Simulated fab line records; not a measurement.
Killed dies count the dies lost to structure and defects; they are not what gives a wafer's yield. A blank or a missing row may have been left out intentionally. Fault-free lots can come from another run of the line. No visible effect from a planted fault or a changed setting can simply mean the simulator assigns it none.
2 desks, one fault ; flow gf180mcu ; every desk sees just its own numbers, and what lay behind them comes last

## THE METROLOGY DESK
What the gauges read, lot by lot, whatever tool the lot ran on: means of the sampled wafers that have a number. Any lot whose mean is over 4 standard deviations away from the usual mean is out of limits and marked OUT; that distance is given in the brackets.
Columns: A = cd-nm at GF_TOP_METAL_CD_MEAS_14, usual 440.2 nm
lot;first seen here;A
L521;day 28 03:59;442.7
L523;day 28 17:49;436.8
L524;day 29 04:01;441.6
L525;day 29 18:51;440.7
L526;day 29 20:29;443.3
L527;day 30 05:48;442.0
L528;day 30 07:47;437.7
L529;day 30 16:14;438.3
L535;day 32 09:52;440.7
L536;day 32 19:21;442.0
L537;day 33 00:17;437.9
L540;day 33 10:13;440.0
L544;day 34 10:25;440.3
This desk's verdict: no lot among the 13 shows anything out of limits.

## AT THE TOOL OWNER'S DESK: pvd-sputter-02
The tool's own readings at GF_TOP_METAL_SPUTTER_00 (material Ti, target thk 37.5 nm, time 150 s): means of the sampled wafers that have a number, for each lot that ran on this tool. Any lot whose mean is over 4 standard deviations away from the usual mean is out of limits and marked OUT; that distance is given in the brackets.
Columns: A = throttle-valve-pct at GF_TOP_METAL_SPUTTER_00, usual 30.0 %
lot;first seen here;A
L524;day 28 09:01;30.1
L525;day 28 23:30;30.2
L526;day 29 01:28;29.9
L535;day 31 16:47;29.6
This desk's verdict: no lot among the 4 shows anything out of limits.

## TAKEN TOGETHER
At the metrology desk, nothing out of limits was observed.
Nothing out of limits was seen by the tool owner's desk.

## WHAT WAS PUT IN BY THE SIMULATOR
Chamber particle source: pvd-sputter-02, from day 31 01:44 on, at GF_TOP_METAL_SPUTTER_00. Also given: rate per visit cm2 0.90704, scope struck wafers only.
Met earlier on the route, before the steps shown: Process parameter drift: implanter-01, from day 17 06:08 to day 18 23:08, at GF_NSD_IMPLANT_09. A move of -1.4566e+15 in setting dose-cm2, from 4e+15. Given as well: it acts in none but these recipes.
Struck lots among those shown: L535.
